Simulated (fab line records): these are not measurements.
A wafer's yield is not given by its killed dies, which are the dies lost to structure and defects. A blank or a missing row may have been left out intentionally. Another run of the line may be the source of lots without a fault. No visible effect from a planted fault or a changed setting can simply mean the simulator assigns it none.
A lot that was struck, set against a sound lot    flow sky130    16 out of 708 route steps
Sound: wafers L802.2, L802.5, L802.6. Struck: wafers L808.1, L808.3, L808.6. At the end, the cause is stated.
Each step with rows lists, per side, the tool, then ch with its chambers, then its first start. Under that, the readings that differ: sound wafers    struck wafers    difference of the means    sigmas: that difference in standard deviations of wafers without a fault.
alike: readings with means less than 2 such deviations apart, plus words and numbers identical on both sides. not compared: withheld readings, readings lacking a value on some wafer, bounds such as >300 that could conceal the same value, and numbers that have no deviation in the record and whose values overlap.
The two part at a step that has a row with sigmas, a row that says differs or no value, or rows on one side only. When numbers do not overlap yet have no deviation, they are printed without sigmas and do not part them. A reading that every wafer of one side lacks parts them only if that side has two wafers or more.

first, 3 steps without rows for these wafers: SKY_METAL2_EXPOSE_12 (exposes mask MM2, target cd 140 nm); SKY_METAL2_PEB_13; SKY_METAL2_DEVELOP_14 (develop time 60 s).
SKY_METAL2_CD_MEAS_15: target cd 140 nm.
  sound on cd-sem-01, day 37 22:02; struck on cd-sem-01, day 39 03:49
  alike: cd-nm
SKY_METAL2_OVL_MEAS_16:
  sound on overlay-01, day 37 22:08; struck on overlay-02, day 39 03:56
  alike: METAL2_OVL
SKY_METAL2_DESCUM_17: chemistry O2, time 8 s.
  sound on rie-metal-02 ch 0,1, day 37 22:10; struck on rie-metal-01 ch 0,1, day 39 03:59
  alike: drypump-motor-current-A, oes-product-au
  not compared: rf-hours-counter-h
SKY_METAL2_ETCH_18: etches BARC in N2/H2, stops on SiO2, time 45.9 s, target depth 60 nm.
  sound on rie-metal-02 ch 0,1, day 37 22:12; struck on rie-metal-01 ch 0,1, day 39 04:01
  alike: drypump-motor-current-A, oes-product-au, throttle-valve-pct
  not compared: rf-hours-counter-h
SKY_METAL2_METAL_ETCH_19: etches the open film in Cl2/BCl3, stops on SiO2, target depth 360 nm, time 78 s.
  sound on rie-metal-02 ch 0,1, day 37 22:16; struck on rie-metal-01 ch 0,1, day 39 04:04
  alike: drypump-motor-current-A, oes-product-au, throttle-valve-pct
  not compared: rf-hours-counter-h
SKY_METAL2_STRIP_20: strips in O2/N2.
  sound on plasma-asher-03 ch 0,1, day 37 22:22; struck on plasma-asher-02 ch 0, day 39 04:10
reading                      sound           struck          difference  sigmas
drypump-motor-current-A (A)  5.36 5.38 5.48  5.97 5.98 6.01  +0.58       +2
  alike: oes-product-au, strip-time-to-endpoint-s
  not compared: rf-hours-counter-h
then, 3 steps without rows for these wafers: SKY_METAL2_STRIP_21 (strips in post etch residue remover, time 1200 s); SKY_METAL2_CLEAN_22 (cleans in IPA, time 180 s); SKY_METAL2_CLEAN_23 (cleans in O3/DIW).
SKY_VIA2_HDPCVD_00: deposits SiO2, target thk 1180 nm, time 196.7 s.
  sound on hdpcvd-01 ch 1,2, day 37 22:57; struck on hdpcvd-02 ch 0,2, day 39 04:47
reading                                   sound           struck             difference  sigmas
model.SiO2_of_VIA2_HDPCVD_00.thk-nm (nm)  1174 1177 1172  795.2 810.5 802.8  -371.5      
  alike: sih4-flow-sccm
SKY_VIA2_THK_MEAS_01:
  sound on film-metro-04, day 37 23:05; struck on film-metro-04, day 39 04:55
reading               sound           struck       difference  sigmas
VIA2_HDPCVD_THK (nm)  1174 1178 1171  796 811 803  -371        -34
SKY_VIA2_CMP_02: polishes SiO2.
  sound on cmp-01 ch 0,1,3, day 37 23:17; struck on cmp-01 ch 1,2,3, day 39 05:01
  alike: motor-current-A, platen-rpm
-- the record jumps here: 10 days lie between the struck wafers' starts before and after (it left off in module VIA2 and takes up again in module PAD_OPEN, whose first step shown is number 708 of the route) --
SKY_PAD_OPEN_PROBE_99:
  sound on prober-02, day 47 23:47; struck on prober-01, day 48 22:38
reading                                sound                 struck                difference  sigmas
model.etest.met3-comb.leak-log10-a-um  -11.93 -12.04 -12.15  -11.58 -11.91 -11.72  +0.30       
  alike: defect-limited-yield, killed_at_M0_to_M3, killed_at_M4_up, killed-at-contacts, killed-at-front-end, killed-at-other, killed-dies, killed-open, killed-short, model.etest.tester.sort_bin_8_pct
  not compared: model.etest.tester.sort_bin_3_pct

WHERE THEY PART
Earliest at SKY_METAL2_STRIP_20; latest, in this record, at SKY_VIA2_THK_MEAS_01. Later steps at which nothing parts them and some readings are alike: SKY_VIA2_CMP_02, SKY_PAD_OPEN_PROBE_99.

WHY: whatever the simulator had introduced
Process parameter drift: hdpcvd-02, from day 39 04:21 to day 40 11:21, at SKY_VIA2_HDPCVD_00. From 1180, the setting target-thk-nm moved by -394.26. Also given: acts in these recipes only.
